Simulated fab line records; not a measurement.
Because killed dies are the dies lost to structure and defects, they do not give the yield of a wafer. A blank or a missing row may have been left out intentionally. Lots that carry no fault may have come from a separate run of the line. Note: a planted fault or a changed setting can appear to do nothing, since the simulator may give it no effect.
What tool caused it? / flow sky130 / 14 lots, 42 wafers sampled, at 3 steps of a route of 708

## WHAT EACH GAUGE READ, for each wafer
SKY_LDD_N_OVL_MEAS_07. Usual: LDD_N_OVL typically reads 1.2 nm, with standard deviation 1.4.
lot=L901; measured=day 17 15:17; on=overlay-02; LDD_N_OVL (nm)=0.6 -0.3 2.9; flag=
lot=L902; measured=day 18 04:53; on=overlay-01; LDD_N_OVL (nm)=1.9 1.6 0.4; flag=
lot=L903; measured=day 18 11:21; on=overlay-02; LDD_N_OVL (nm)=-0.1 1.1 0.5; flag=
lot=L904; measured=day 19 01:02; on=overlay-01; LDD_N_OVL (nm)=-0.8 -2.3 -1.2; flag=
lot=L905; measured=day 19 08:41; on=overlay-02; LDD_N_OVL (nm)=3.0 4.5 3.5; flag=
lot=L906; measured=day 19 17:20; on=overlay-02; LDD_N_OVL (nm)=-0.3 2.2 0.1; flag=
lot=L907; measured=day 20 04:38; on=overlay-02; LDD_N_OVL (nm)=2.5 0.6 -0.1; flag=
lot=L908; measured=day 20 13:39; on=overlay-02; LDD_N_OVL (nm)=0.4 1.8 0.4; flag=
lot=L916; measured=day 23 10:08; on=overlay-02; LDD_N_OVL (nm)=1.4 0.7 0.9; flag=
lot=L918; measured=day 23 22:55; on=overlay-02; LDD_N_OVL (nm)=0.3 2.1 -0.2; flag=
lot=L919; measured=day 24 02:31; on=overlay-02; LDD_N_OVL (nm)=2.8 1.6 2.7; flag=
lot=L920; measured=day 24 14:46; on=overlay-02; LDD_N_OVL (nm)=3.5 2.9 1.0; flag=
lot=L921; measured=day 25 01:44; on=overlay-02; LDD_N_OVL (nm)=0.6 0.8 -0.4; flag=
lot=L924; measured=day 26 07:31; on=overlay-01; LDD_N_OVL (nm)=0.6 -0.1 0.6; flag=

SKY_LDD_HVN_OVL_MEAS_07. Usual: LDD_HVN_OVL typically reads 0.5 nm, with standard deviation 1.2.
lot=L901; measured=day 20 05:34; on=overlay-01; LDD_HVN_OVL (nm)=0.2 1.6 4.3; flag=
lot=L902; measured=day 20 19:25; on=overlay-01; LDD_HVN_OVL (nm)=-0.4 1.9 1.1; flag=
lot=L903; measured=day 21 02:05; on=overlay-01; LDD_HVN_OVL (nm)=-1.5 -1.9 -2.4; flag=
lot=L904; measured=day 21 15:52; on=overlay-01; LDD_HVN_OVL (nm)=-1.0 -0.1 -0.9; flag=
lot=L905; measured=day 22 00:02; on=overlay-01; LDD_HVN_OVL (nm)=0.7 -1.1 -1.9; flag=
lot=L906; measured=day 22 07:47; on=overlay-01; LDD_HVN_OVL (nm)=2.5 1.6 1.7; flag=
lot=L907; measured=day 22 19:40; on=overlay-02; LDD_HVN_OVL (nm)=0.1 -1.0 -1.3; flag=
lot=L908; measured=day 23 03:56; on=overlay-01; LDD_HVN_OVL (nm)=0.7 0.0 0.0; flag=
lot=L916; measured=day 25 22:02; on=overlay-01; LDD_HVN_OVL (nm)=0.3 1.5 1.5; flag=
lot=L918; measured=day 26 11:37; on=overlay-01; LDD_HVN_OVL (nm)=1.5 0.0 0.1; flag=
lot=L919; measured=day 26 13:28; on=overlay-02; LDD_HVN_OVL (nm)=-1.0 0.4 1.5; flag=
lot=L920; measured=day 27 02:28; on=overlay-02; LDD_HVN_OVL (nm)=-1.1 -0.3 0.5; flag=
lot=L921; measured=day 27 13:40; on=overlay-01; LDD_HVN_OVL (nm)=0.1 -0.8 1.0; flag=
lot=L924; measured=day 28 19:08; on=overlay-02; LDD_HVN_OVL (nm)=2.5 0.9 -0.2; flag=

SKY_LDD_HVP_OVL_MEAS_07. Usual: LDD_HVP_OVL typically reads 0.9 nm, with standard deviation 1.5.
lot=L901; measured=day 21 12:41; on=overlay-01; LDD_HVP_OVL (nm)=-0.1 1.2 -1.6; flag=
lot=L902; measured=day 22 02:32; on=overlay-01; LDD_HVP_OVL (nm)=2.7 2.0 2.4; flag=
lot=L903; measured=day 22 08:44; on=overlay-01; LDD_HVP_OVL (nm)=-3.0 -2.8 -1.8; flag=
lot=L904; measured=day 22 22:38; on=overlay-02; LDD_HVP_OVL (nm)=3.4 4.0 4.6; flag=
lot=L905; measured=day 23 05:32; on=overlay-02; LDD_HVP_OVL (nm)=3.7 0.6 3.1; flag=
lot=L906; measured=day 23 14:29; on=overlay-02; LDD_HVP_OVL (nm)=-1.7 -0.1 -0.1; flag=
lot=L907; measured=day 24 00:38; on=overlay-01; LDD_HVP_OVL (nm)=1.9 0.8 0.8; flag=
lot=L908; measured=day 24 09:22; on=overlay-02; LDD_HVP_OVL (nm)=1.1 1.3 1.6; flag=
lot=L916; measured=day 27 03:11; on=overlay-02; LDD_HVP_OVL (nm)=1.6 2.3 0.9; flag=
lot=L918; measured=day 27 16:05; on=overlay-02; LDD_HVP_OVL (nm)=2.2 1.5 1.5; flag=
lot=L919; measured=day 27 18:19; on=overlay-02; LDD_HVP_OVL (nm)=0.4 1.7 0.1; flag=
lot=L920; measured=day 28 07:08; on=overlay-02; LDD_HVP_OVL (nm)=-0.9 0.3 -0.1; flag=
lot=L921; measured=day 28 18:29; on=overlay-01; LDD_HVP_OVL (nm)=-0.4 -0.2 0.3; flag=
lot=L924; measured=day 30 00:08; on=overlay-02; LDD_HVP_OVL (nm)=1.1 0.5 0.0; flag=

## EACH LOT AND THE TOOL THAT RAN IT (in order: tool; ch and the chambers of the sampled wafers; start)
The record shows no process step preceding these readings.

## AS READ BY THE TOOLS THEMSELVES (means over the sampled wafers that have a number; for cases with no such wafer, the mark the record gives instead)
The record holds no such reading with a usual standard deviation.

## THE ANSWER, worked out from the rows above alone
Rule: a lot counts as off when the mean over its wafers that have a number is more than 3 standard deviations away from the usual mean. Also off: a lot with no number at a reading for which 4 or more lots have one. All remaining lots with rows at the step are treated as sound. Order of review: gauges by route order, followed by the tools' own readings, for which a lot's mean as printed above is used. At the first step where some lot is off, the reading lying furthest off is the one used; lots without a number count as furthest.
No lot is off at any reading shown: from this, nothing can be told.

## WHAT THE SIMULATOR HAD INSERTED
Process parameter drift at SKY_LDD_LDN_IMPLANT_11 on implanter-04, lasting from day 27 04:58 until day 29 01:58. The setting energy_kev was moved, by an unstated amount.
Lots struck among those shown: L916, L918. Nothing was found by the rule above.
